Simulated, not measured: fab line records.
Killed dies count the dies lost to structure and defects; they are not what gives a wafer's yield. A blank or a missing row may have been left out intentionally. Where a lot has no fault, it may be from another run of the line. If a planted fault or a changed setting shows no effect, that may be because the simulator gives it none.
Chamber matching :: flow sky130 :: SKY_FIELD_ISO_ETCH_15 on rie_diel-03 has 4 sister chambers
The step etches the open film in CHF3/O2, stops on Si, target depth 180 nm, time 72 s. 4 wafers are shown with their chamber, then 12 later ones without.

WAFERS PAIRED WITH THEIR CHAMBERS
wafer: L090.3
chamber: 2
drypump_motor_current_A (A): 6.2

wafer: L093.1
chamber: 1
drypump_motor_current_A (A): 5.5

wafer: L093.2
chamber: 3
drypump_motor_current_A (A): 6.0

wafer: L093.3
chamber: 0
drypump_motor_current_A (A): 6.4

WAFERS WITH NO CHAMBER GIVEN
wafer: L093.4
drypump_motor_current_A (A): 5.5

wafer: L093.5
drypump_motor_current_A (A): 6.3

wafer: L093.6
drypump_motor_current_A (A): 6.0

wafer: L094.1
drypump_motor_current_A (A): 6.2

wafer: L094.2
drypump_motor_current_A (A): 6.0

wafer: L094.3
drypump_motor_current_A (A): 6.3

wafer: L094.4
drypump_motor_current_A (A): 5.5

wafer: L094.5
drypump_motor_current_A (A): 5.5

wafer: L094.6
drypump_motor_current_A (A): 6.3

wafer: L097.4
drypump_motor_current_A (A): 6.3

wafer: L097.5
drypump_motor_current_A (A): 5.5

wafer: L097.6
drypump_motor_current_A (A): 6.2

EACH ONE'S CHAMBER
wafer: L093.4
from the rows above: 1
in truth: 1

wafer: L093.5
from the rows above: can't be placed: 2 or 0
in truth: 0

wafer: L093.6
from the rows above: 3
in truth: 3

wafer: L094.1
from the rows above: 2
in truth: 2

wafer: L094.2
from the rows above: 3
in truth: 3

wafer: L094.3
from the rows above: can't be placed: 2 or 0
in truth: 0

wafer: L094.4
from the rows above: 1
in truth: 1

wafer: L094.5
from the rows above: 1
in truth: 1

wafer: L094.6
from the rows above: can't be placed: 2 or 0
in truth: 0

wafer: L097.4
from the rows above: can't be placed: 2 or 0
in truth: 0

wafer: L097.5
from the rows above: 1
in truth: 1

wafer: L097.6
from the rows above: 2
in truth: 2
Correctly placed: 8 of 12. Can't be placed from these rows: 4 (the true chamber is among the candidates in 4). 0 placed wrongly.
How it was worked out, from the rows above alone: a wafer's distance from a chamber is the root of the sum, over the readings, of the square of ((its reading less the chamber's mean) divided by the reading's scatter). The wafer belongs to the nearest chamber; if the next one is less than 2 further off, it can't be placed. Each chamber's mean is taken over the wafers shown for it. The scatter: with one shown wafer a chamber, the root of the mean of the squares of how far each hidden wafer lies from its nearest shown one.
